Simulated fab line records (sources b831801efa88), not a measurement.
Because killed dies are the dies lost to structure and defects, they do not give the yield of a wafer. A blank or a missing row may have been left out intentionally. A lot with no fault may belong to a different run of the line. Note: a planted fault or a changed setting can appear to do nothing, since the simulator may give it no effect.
fab line records + flow sfqLine
record
- lots=14
- wafers=42
- lastDay=83
route steps=325 shown M0@39 M1@68 I4@163
lots untouched by any fault: they come from a run of this same line in which no faults occurred
startH: start of the lot's first displayed wafer, in hours after the record's first day + waitH: hours from the lot's prior step to this one + " as in the row above + L1.1+2: one row covering several wafers at once + - no value, or no start given + * or withheld: withheld + < > ~ a bound
route shown NAME@n: names a module that has steps shown in the file, with the first one's number in the route + usual: mean and standard deviation over wafers with no fault + same: alike in all rows + chamber/n: place in a boat + sites: the reading at each site + _std_site: the standard deviation of these + _edge_site: the outer-site mean with the inner-site mean subtracted + radiusMm: for every site, how far away it sits from the centre of the wafer + mask NAME#n: copy n + behind: tool/chamber where the wafer was last shaped + hold: why the lot was held/for how many hours/how that ended + device: whichever transistor did not switch (one of n, p or np) + end of line: the tests these same wafers got at the end of their route + where a step has no rows: the recipe by itself + killed: not the wafer's yield, but the dies lost to structure and defects at the first sort + map: the dies of a wafer, with x for killed, . for not killed, _ for no die there
set.NAME: the run value of the setting; set.NAME@STEP: its run value at that earlier step + model.NAME: the simulator's own value behind a step, which no gauge read
steps of the route over a sample of lots; a table a step, a row a wafer
services: when a tool's chamber went out of use (startH, in hours from the record's first day, below 0 if earlier), for how many hours, and the reason
## steps
# step SFQ_TRILAYER_M0_BARC_OPEN_METAL_ETCH_031
# recipe
- maskMaterial=PR
- chemistry=O2
- targetDepthNm=125
- target=BARC
- icpW=600
- biasW=80
- pressureMtorr=10
- timeS=41.7
# usual
- drypumpMotorCurrentA=5.55/0.28
- oesProductAu=0.685/0.0044
| lot.wafer | tool        | chamber | startH | waitH | drypumpMotorCurrentA | oesProductAu | rfHoursCounterH |
|-----------|-------------|---------|--------|-------|----------------------|--------------|-----------------|
| L881.1    | rieMetal-01 | 1       | 257.42 | 0.0   | 6.11                 | 0.683        | 167             |
| L881.4    | "           | 0       | "      | "     | 5.36                 | 0.681        | -               |
| L881.6    | "           | 0       | "      | "     | 5.34                 | 0.676        | -               |
| L883.2    | rieMetal-04 | 1       | 271.18 | 0.0   | 5.20                 | 0.680        | 26              |
| L883.3    | "           | 0       | "      | "     | 5.51                 | 0.690        | -               |
| L883.6    | "           | 0       | "      | "     | 5.50                 | 0.685        | -               |
| L884.3    | rieMetal-02 | 0       | 280.92 | 0.0   | 5.64                 | 0.685        | -               |
| L884.5    | "           | 0       | "      | "     | 5.63                 | 0.682        | -               |
| L884.6    | "           | 1       | "      | "     | 5.87                 | 0.689        | -               |
| L887.1    | rieMetal-01 | 0       | 302.32 | 0.0   | 5.34                 | 0.684        | 99              |
| L887.5    | "           | 0       | "      | "     | 5.33                 | 0.686        | -               |
| L887.6    | "           | 0       | "      | "     | 5.32                 | 0.685        | -               |
| L888.1    | rieMetal-04 | 0       | 309.03 | 0.0   | 5.49                 | 0.692        | 19              |
| L888.4    | "           | 1       | "      | "     | 5.20                 | 0.679        | -               |
| L888.5    | "           | 1       | "      | "     | 5.20                 | 0.686        | -               |
| L889.2    | rieMetal-04 | 0       | 318.63 | 0.0   | 5.52                 | 0.687        | 21              |
| L889.5    | "           | 1       | "      | "     | 5.18                 | 0.685        | -               |
| L889.6    | "           | 0       | "      | "     | 5.51                 | 0.682        | -               |
| L891.2    | rieMetal-01 | 0       | 332.08 | 0.0   | 5.33                 | 0.683        | 104             |
| L891.5    | "           | 0       | "      | "     | 5.36                 | 0.688        | -               |
| L891.6    | "           | 1       | "      | "     | 6.09                 | 0.689        | -               |
| L892.1    | rieMetal-04 | 1       | 346.48 | 0.0   | 5.21                 | 0.685        | 37              |
| L892.3    | "           | 0       | "      | "     | 5.51                 | 0.682        | -               |
| L892.5    | "           | 1       | "      | "     | 5.19                 | 0.690        | -               |
| L893.1    | rieMetal-01 | 0       | 358.48 | 0.0   | 5.34                 | 0.680        | 106             |
| L893.5    | "           | 0       | "      | "     | 5.32                 | 0.685        | -               |
| L893.6    | "           | 0       | "      | "     | 5.35                 | 0.683        | -               |
| L897.1    | rieMetal-04 | 1       | 397.01 | 0.0   | 5.21                 | 0.685        | 45              |
| L897.2    | "           | 0       | "      | "     | 5.51                 | 0.686        | 31              |
| L897.5    | "           | 0       | "      | "     | 5.49                 | 0.683        | -               |
| L901.1    | rieMetal-02 | 1       | 439.24 | 0.0   | 5.88                 | 0.678        | 54              |
| L901.3    | "           | 1       | "      | "     | 5.88                 | 0.682        | -               |
| L901.5    | "           | 1       | "      | "     | 5.90                 | 0.683        | -               |
| L902.3    | rieMetal-02 | 1       | 450.06 | 0.0   | 5.88                 | 0.690        | -               |
| L902.4    | "           | 0       | "      | "     | 5.62                 | 0.682        | -               |
| L902.5    | "           | 0       | "      | "     | 5.64                 | 0.688        | -               |
| L903.2    | rieMetal-04 | 0       | 458.57 | 0.0   | 5.48                 | 0.682        | 41              |
| L903.4    | "           | 1       | "      | "     | 5.19                 | 0.682        | -               |
| L903.6    | "           | 1       | "      | "     | 5.20                 | 0.683        | -               |
| L904.1    | rieMetal-02 | 0       | 468.17 | 0.0   | 5.65                 | 0.685        | 43              |
| L904.3    | "           | 0       | "      | "     | 5.64                 | 0.674        | -               |
| L904.5    | "           | 1       | "      | "     | 5.89                 | 0.683        | -               |
# step SFQ_M1_OVL_MEAS_911
# usual
- M1_OVL=3/5.5
| lot.wafer | tool       | chamber | startH | waitH | M1_OVL[nm] |
|-----------|------------|---------|--------|-------|------------|
| L881.1    | overlay-01 | -       | 505.33 | 0.1   | 14         |
| L881.4    | "          | -       | "      | "     | 8          |
| L881.6    | "          | -       | "      | "     | 1          |
| L883.2    | overlay-02 | -       | 554.14 | 0.1   | 6          |
| L883.3    | "          | -       | "      | "     | 5          |
| L883.6    | "          | -       | "      | "     | 6          |
| L884.3    | overlay-02 | -       | 572.14 | 0.1   | 9          |
| L884.5    | "          | -       | "      | "     | 8          |
| L884.6    | "          | -       | "      | "     | 2          |
| L887.1    | overlay-02 | -       | 604.66 | 0.1   | 4          |
| L887.5    | "          | -       | "      | "     | 2          |
| L887.6    | "          | -       | "      | "     | 0          |
| L888.1    | overlay-01 | -       | 609.46 | 0.1   | 0          |
| L888.4    | "          | -       | "      | "     | -6         |
| L888.5    | "          | -       | "      | "     | 3          |
| L889.2    | overlay-02 | -       | 619.06 | 0.1   | -3         |
| L889.5    | "          | -       | "      | "     | -12        |
| L889.6    | "          | -       | "      | "     | -1         |
| L891.2    | overlay-02 | -       | 634.79 | 0.1   | 4          |
| L891.5    | "          | -       | "      | "     | 6          |
| L891.6    | "          | -       | "      | "     | 9          |
| L892.1    | overlay-01 | -       | 646.78 | 0.1   | -4         |
| L892.3    | "          | -       | "      | "     | 4          |
| L892.5    | "          | -       | "      | "     | 0          |
| L893.1    | overlay-02 | -       | 653.98 | 0.1   | -6         |
| L893.5    | "          | -       | "      | "     | -3         |
| L893.6    | "          | -       | "      | "     | 7          |
| L897.1    | overlay-01 | -       | 708.11 | 0.1   | 2          |
| L897.2    | "          | -       | "      | "     | 12         |
| L897.5    | "          | -       | "      | "     | 0          |
| L901.1    | overlay-01 | -       | 759.95 | 0.1   | -8         |
| L901.3    | "          | -       | "      | "     | -6         |
| L901.5    | "          | -       | "      | "     | -7         |
| L902.3    | overlay-02 | -       | 769.56 | 0.1   | 5          |
| L902.4    | "          | -       | "      | "     | 11         |
| L902.5    | "          | -       | "      | "     | 15         |
| L903.2    | overlay-02 | -       | 774.36 | 0.1   | 3          |
| L903.4    | "          | -       | "      | "     | 9          |
| L903.6    | "          | -       | "      | "     | -3         |
| L904.1    | overlay-02 | -       | 780.35 | 0.1   | 8          |
| L904.3    | "          | -       | "      | "     | 10         |
| L904.5    | "          | -       | "      | "     | 7          |
# step SFQ_TRILAYER_I4_DEP_PECVD_099
# recipe
- material=SiO2
- tempC=150
- timeS=111.11
- pressureTorr=2.4
- rfW=183.3
- precursor=SiH4/N2O
- targetThkNm=500
# usual
- heaterPowerOuterW=28/11
- heaterPowerW=82/17
- rfFwdPowerW=182.3/0.67
- throttleValvePct=24.7/1.9
| lot.wafer | tool     | chamber | startH  | waitH | heaterPowerOuterW | heaterPowerW | rfFwdPowerW | throttleValvePct |
|-----------|----------|---------|---------|-------|-------------------|--------------|-------------|------------------|
| L881.1    | pecvd-03 | 0       | 1120.03 | 0.0   | 45                | 110          | 182.8       | 24.7             |
| L881.4    | "        | 2       | "       | "     | 30                | 80           | 182.9       | 23.0             |
| L881.6    | "        | 0       | "       | "     | 46                | 110          | 182.5       | 24.4             |
| L883.2    | pecvd-02 | 1       | 1158.89 | 0.0   | 25                | 91           | 181.4       | 21.5             |
| L883.3    | "        | 0       | "       | "     | 15                | 71           | 182.2       | 22.8             |
| L883.6    | "        | 2       | "       | "     | 19                | 67           | 182.3       | 23.2             |
| L884.3    | pecvd-01 | 0       | 1162.04 | 0.0   | 13                | 64           | 182.0       | 25.3             |
| L884.5    | "        | 1       | "       | "     | 40                | 102          | 182.7       | 26.8             |
| L884.6    | "        | 2       | "       | "     | 27                | 73           | 182.0       | 25.0             |
| L887.1    | pecvd-02 | 2       | 1218.47 | 0.0   | 26                | 76           | 183.1       | 23.2             |
| L887.5    | "        | 2       | "       | "     | 15                | 62           | 181.9       | 23.4             |
| L887.6    | "        | 1       | "       | "     | 20                | 85           | 183.4       | 21.5             |
| L888.1    | pecvd-03 | 1       | 1229.27 | 0.0   | 26                | 73           | 182.4       | 27.6             |
| L888.4    | "        | 0       | "       | "     | 46                | 111          | 181.5       | 24.9             |
| L888.5    | "        | 2       | "       | "     | 25                | 75           | 182.7       | 22.9             |
| L889.2    | pecvd-01 | 1       | 1240.07 | 0.0   | 50                | 114          | 182.4       | 27.2             |
| L889.5    | "        | 0       | "       | "     | 10                | 57           | 182.6       | 25.3             |
| L889.6    | "        | 1       | "       | "     | 52                | 118          | 182.9       | 27.3             |
| L891.2    | pecvd-03 | 2       | 1251.14 | 0.0   | 24                | 73           | 183.2       | 22.9             |
| L891.5    | "        | 0       | "       | "     | 47                | 114          | 182.6       | 24.7             |
| L891.6    | "        | 1       | "       | "     | 24                | 72           | 181.7       | 28.0             |
| L892.1    | pecvd-01 | 2       | 1258.34 | 0.0   | 33                | 79           | 182.8       | 25.0             |
| L892.3    | "        | 0       | "       | "     | 21                | 73           | 182.7       | 25.5             |
| L892.5    | "        | 2       | "       | "     | 23                | 64           | 182.6       | 25.1             |
| L893.1    | pecvd-01 | 0       | 1266.55 | 0.0   | 19                | 69           | 182.1       | 25.6             |
| L893.5    | "        | 0       | "       | "     | 21                | 73           | 182.0       | 25.8             |
| L893.6    | "        | 1       | "       | "     | 58                | 122          | 152.5       | 27.2             |
| L897.1    | pecvd-01 | 1       | 1303.49 | 0.0   | 51                | 118          | 153.3       | 27.8             |
| L897.2    | "        | 0       | "       | "     | 20                | 71           | 183.3       | 25.6             |
| L897.5    | "        | 0       | "       | "     | 9                 | 58           | 182.9       | 25.8             |
| L901.1    | pecvd-02 | 1       | 1358.69 | 0.0   | 28                | 94           | 183.0       | 21.8             |
| L901.3    | "        | 0       | "       | "     | 20                | 76           | 182.2       | 23.6             |
| L901.5    | "        | 2       | "       | "     | 15                | 61           | 182.6       | 23.3             |
| L902.3    | pecvd-02 | 2       | 1361.09 | 0.0   | 23                | 73           | 182.4       | 23.4             |
| L902.4    | "        | 1       | "       | "     | 16                | 78           | 181.5       | 22.3             |
| L902.5    | "        | 0       | "       | "     | 21                | 77           | 181.3       | 23.5             |
| L903.2    | pecvd-01 | 2       | 1362.29 | 0.0   | 32                | 77           | 183.0       | 25.3             |
| L903.4    | "        | 2       | "       | "     | 33                | 79           | 181.9       | 25.3             |
| L903.6    | "        | 1       | "       | "     | 51                | 116          | 182.0       | 28.1             |
| L904.1    | pecvd-01 | 2       | 1365.48 | 0.0   | 30                | 75           | 182.1       | 25.6             |
| L904.3    | "        | 0       | "       | "     | 15                | 63           | 181.8       | 26.1             |
| L904.5    | "        | 0       | "       | "     | 17                | 65           | 182.3       | 25.9             |
# step SFQ_TRILAYER_I4_VIA_STRIP_STRIP_107
# recipe
- gas=O2
- powerW=200
- platenTempC=40
- overashFraction=0.65
- chemistry=O2
- pressureMtorr=50
# usual
- drypumpMotorCurrentA=5.4/0.36
- oesProductAu=0.996/0.015
# same
- overashFraction=0.65
| lot.wafer | tool        | chamber | startH  | waitH | drypumpMotorCurrentA | oesProductAu | rfHoursCounterH |
|-----------|-------------|---------|---------|-------|----------------------|--------------|-----------------|
| L881.1    | rieMetal-03 | 0       | 1157.07 | -     | 5.0                  | 0.987        | 129             |
| L881.4    | "           | 1       | "       | "     | 5.7                  | 0.972        | -               |
| L881.6    | "           | 1       | "       | "     | 5.7                  | 0.984        | -               |
| L883.2    | rieMetal-04 | 1       | 1166.27 | -     | 5.2                  | 1.009        | -               |
| L883.3    | "           | 1       | "       | "     | 5.2                  | 1.001        | -               |
| L883.6    | "           | 1       | "       | "     | 5.2                  | 1.004        | -               |
| L884.3    | rieMetal-01 | 1       | 1169.28 | -     | 6.1                  | 0.995        | -               |
| L884.5    | "           | 1       | "       | "     | 6.1                  | 0.995        | -               |
| L884.6    | "           | 1       | "       | "     | 6.1                  | 1.009        | -               |
| L887.1    | rieMetal-04 | 1       | 1227.07 | -     | 5.2                  | 1.015        | 20              |
| L887.5    | "           | 0       | "       | "     | 5.5                  | 0.998        | -               |
| L887.6    | "           | 1       | "       | "     | 5.2                  | 1.018        | -               |
| L888.1    | rieMetal-03 | 0       | 1236.71 | -     | 5.0                  | 1.018        | 7               |
| L888.4    | "           | 0       | "       | "     | 5.0                  | 1.015        | -               |
| L888.5    | "           | 0       | "       | "     | 5.0                  | 1.008        | -               |
| L889.2    | rieMetal-01 | 1       | 1349.48 | -     | 6.1                  | 0.987        | 13              |
| L889.5    | "           | 1       | "       | "     | 6.1                  | 0.992        | -               |
| L889.6    | "           | 0       | "       | "     | 5.4                  | 0.976        | -               |
| L891.2    | rieMetal-03 | 1       | 1356.68 | -     | 5.7                  | 0.977        | 16              |
| L891.5    | "           | 1       | "       | "     | 5.7                  | 0.984        | -               |
| L891.6    | "           | 0       | "       | "     | 5.0                  | 1.016        | -               |
| L892.1    | rieMetal-03 | 0       | 1365.08 | -     | 5.0                  | 1.027        | 34              |
| L892.3    | "           | 1       | "       | "     | 5.7                  | 0.975        | -               |
| L892.5    | "           | 1       | "       | "     | 5.7                  | 0.981        | -               |
| L893.1    | rieMetal-04 | 1       | 1375.88 | -     | 5.2                  | 1.011        | 47              |
| L893.5    | "           | 0       | "       | "     | 5.5                  | 0.995        | -               |
| L893.6    | "           | 1       | "       | "     | 5.2                  | 1.008        | -               |
| L897.1    | rieMetal-03 | 1       | 1405.76 | -     | 5.7                  | 0.977        | 23              |
| L897.2    | "           | 0       | "       | "     | 5.0                  | 1.023        | 40              |
| L897.5    | "           | 1       | "       | "     | 5.7                  | 0.979        | -               |
| L901.1    | rieMetal-03 | 1       | 1482.06 | -     | 5.6                  | 0.986        | 34              |
| L901.3    | "           | 1       | "       | "     | 5.7                  | 0.984        | -               |
| L901.5    | "           | 1       | "       | "     | 5.7                  | 0.981        | -               |
| L902.3    | rieMetal-03 | 1       | 1488.26 | -     | 5.7                  | 0.990        | -               |
| L902.4    | "           | 0       | "       | "     | 5.0                  | 1.011        | -               |
| L902.5    | "           | 0       | "       | "     | 5.0                  | 1.006        | -               |
| L903.2    | rieMetal-04 | 0       | 1491.66 | -     | 5.5                  | 0.998        | 53              |
| L903.4    | "           | 0       | "       | "     | 5.5                  | 0.982        | -               |
| L903.6    | "           | 1       | "       | "     | 5.2                  | 1.015        | -               |
| L904.1    | rieMetal-04 | 0       | 1502.43 | -     | 5.5                  | 0.992        | 56              |
| L904.3    | "           | 1       | "       | "     | 5.2                  | 1.021        | -               |
| L904.5    | "           | 1       | "       | "     | 5.2                  | 1.024        | -               |
## services
| tool        | chamber | startH  | hours | kind   |
|-------------|---------|---------|-------|--------|
| rieMetal-03 | 1       | 242.45  | 19.5  | repair |
| rieMetal-03 | -       | 284.16  | 3.1   | repair |
| pecvd-01    | -       | 290.83  | 2.8   | pm     |
| rieMetal-04 | 0       | 296.73  | 3.4   | repair |
| rieMetal-03 | 0       | 412.41  | 23.6  | repair |
| rieMetal-04 | -       | 480.13  | 0.2   | repair |
| rieMetal-04 | -       | 494.38  | 1.7   | repair |
| pecvd-01    | 0       | 503.86  | 22.7  | repair |
| pecvd-01    | -       | 563.75  | 14.0  | pm     |
| rieMetal-03 | -       | 657.69  | 0.5   | repair |
| rieMetal-03 | 1       | 665.90  | 9.0   | repair |
| pecvd-01    | -       | 684.17  | 0.8   | repair |
| rieMetal-03 | -       | 771.94  | 0.1   | repair |
| rieMetal-04 | 0       | 813.21  | 3.3   | repair |
| rieMetal-04 | -       | 832.00  | 0.2   | repair |
| rieMetal-03 | -       | 837.71  | 2.8   | pm     |
| rieMetal-04 | -       | 858.27  | 1.4   | pm     |
| rieMetal-03 | -       | 936.65  | 15.6  | pm     |
| rieMetal-04 | -       | 941.73  | 2.8   | pm     |
| pecvd-01    | -       | 985.08  | 6.0   | pm     |
| rieMetal-04 | 0       | 996.50  | 8.0   | repair |
| rieMetal-04 | -       | 1043.01 | 0.2   | repair |
| rieMetal-04 | -       | 1128.82 | 2.3   | repair |
| rieMetal-04 | 0       | 1135.86 | 15.9  | repair |
## key
firstSign
- step=SFQ_TRILAYER_I4_DEP_PECVD_099
- reading=rfFwdPowerW
- direction=down
- sigmas=44
- usual=182.3
- struck=152.9
effect none on later readings
metAt SFQ_TRILAYER_I4_DEP_PECVD_099
struckLots L893,L897
struckWafers L893.6,L897.1
notActingAt SFQ_TRILAYER_M0_BARC_OPEN_METAL_ETCH_031,SFQ_M1_OVL_MEAS_911,SFQ_TRILAYER_I4_VIA_STRIP_STRIP_107
onsetBetween 1240.07 1266.55
fault
- kind=processParameterDrift
- tool=pecvd-01
- chamber=1
- onsetH=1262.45
- steps=SFQ_TRILAYER_I4_DEP_PECVD_099
- channel=rfW
- offset=-29.328
- shape=step
- endH=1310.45
- actsIn=theseRecipesOnly
- stated=183.3
